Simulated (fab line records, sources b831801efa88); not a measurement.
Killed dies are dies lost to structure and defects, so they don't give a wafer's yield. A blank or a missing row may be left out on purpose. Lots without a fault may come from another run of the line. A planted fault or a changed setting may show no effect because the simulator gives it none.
One fault seen from 2 desks | flow gf180mcu | each desk has only its own numbers; what lay behind them comes last

THE METROLOGY DESK
What the gauges read, lot by lot, whatever tool the lot ran on: means of the sampled wafers that have a number. A lot is out of limits, marked OUT, if its mean lies more than 4 standard deviations from the usual mean; the brackets give that distance.
Columns: A = V1_OVL at GF_V1_OVL_MEAS_15, usual -4 nm; B = V1_W_THK at GF_V1_THK_MEAS_25, usual 351 nm; C = cd_nm at GF_M2_CD_MEAS_14, usual 280.3 nm
lot  | first seen here | A   | B   | C
L282 | day 17 21:23    | -5  | 353 | 280.9
L283 | day 18 07:24    | -10 | 349 | 279.6
L284 | day 18 17:38    | -3  | 351 | 281.7
L285 | day 19 08:35    | 4   | 341 | 279.3
L288 | day 20 18:41    | -11 | 350 | 282.3
L289 | day 21 02:27    | -7  | 352 | 282.7
L292 | day 22 02:56    | 8   | 359 | 282.7
L293 | day 22 10:05    | -0  | 344 | 279.3
L296 | day 23 13:08    | -7  | 355 | 278.0
L297 | day 23 18:38    | -1  | 360 | 263.1 (-12) OUT
L303 | day 26 02:02    | -9  | 356 | 279.0
L304 | day 26 02:11    | -5  | 345 | 280.2
L305 | day 26 05:52    | 4   | 342 | 280.4
This desk's finding: out of limits on L297; first on L297, day 24 17:40 (cd_nm at GF_M2_CD_MEAS_14). In limits: L282, L283, L284, L285, L288, L289, L292, L293, L296, L303, L304, L305.

THE TOOL OWNER'S DESK: krf_scanner-01
The tool's own readings at GF_M2_EXPOSE_11 (exposes mask Metal2, target cd 280 nm): means of the sampled wafers that have a number, for each lot that ran on this tool. A lot is out of limits, marked OUT, if its mean lies more than 4 standard deviations from the usual mean; the brackets give that distance.
Columns: A = exposure_dose_mJ_cm2 at GF_M2_EXPOSE_11, usual 28.100; B = stage_vel_mm_s at GF_M2_EXPOSE_11, usual 499.96 mm/s
lot  | first seen here | A                | B
L283 | day 18 20:52    | 28.091           | 499.82
L284 | day 19 08:05    | 28.109           | 500.00
L288 | day 21 08:59    | 28.102           | 499.82
L289 | day 21 16:00    | 28.077           | 499.83
L297 | day 24 07:02    | 27.062 (-40) OUT | 500.75
L303 | day 26 13:17    | 28.100           | 500.02
L304 | day 26 13:41    | 28.071           | 499.92
L305 | day 26 17:52    | 28.098           | 499.57
This desk's finding: out of limits on L297; first on L297, day 24 07:02 (exposure_dose_mJ_cm2 at GF_M2_EXPOSE_11). In limits: L283, L284, L288, L289, L303, L304, L305.

PUT TOGETHER
The tool owner's desk could have raised an alarm at day 24 07:02, on L297.
The metrology desk could have raised an alarm at day 24 17:40, on L297.
Of the lots named, all ran GF_M2_EXPOSE_11 on krf_scanner-01.

WHAT THE SIMULATOR HAD PUT IN
Process parameter drift: krf_scanner-01, from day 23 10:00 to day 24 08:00, at GF_M2_EXPOSE_11. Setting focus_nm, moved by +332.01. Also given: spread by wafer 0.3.
Lots struck among those shown: L297.
Hours from the fault's start to each desk's first reading out of limits: the tool owner's desk, 21; the metrology desk, 32.
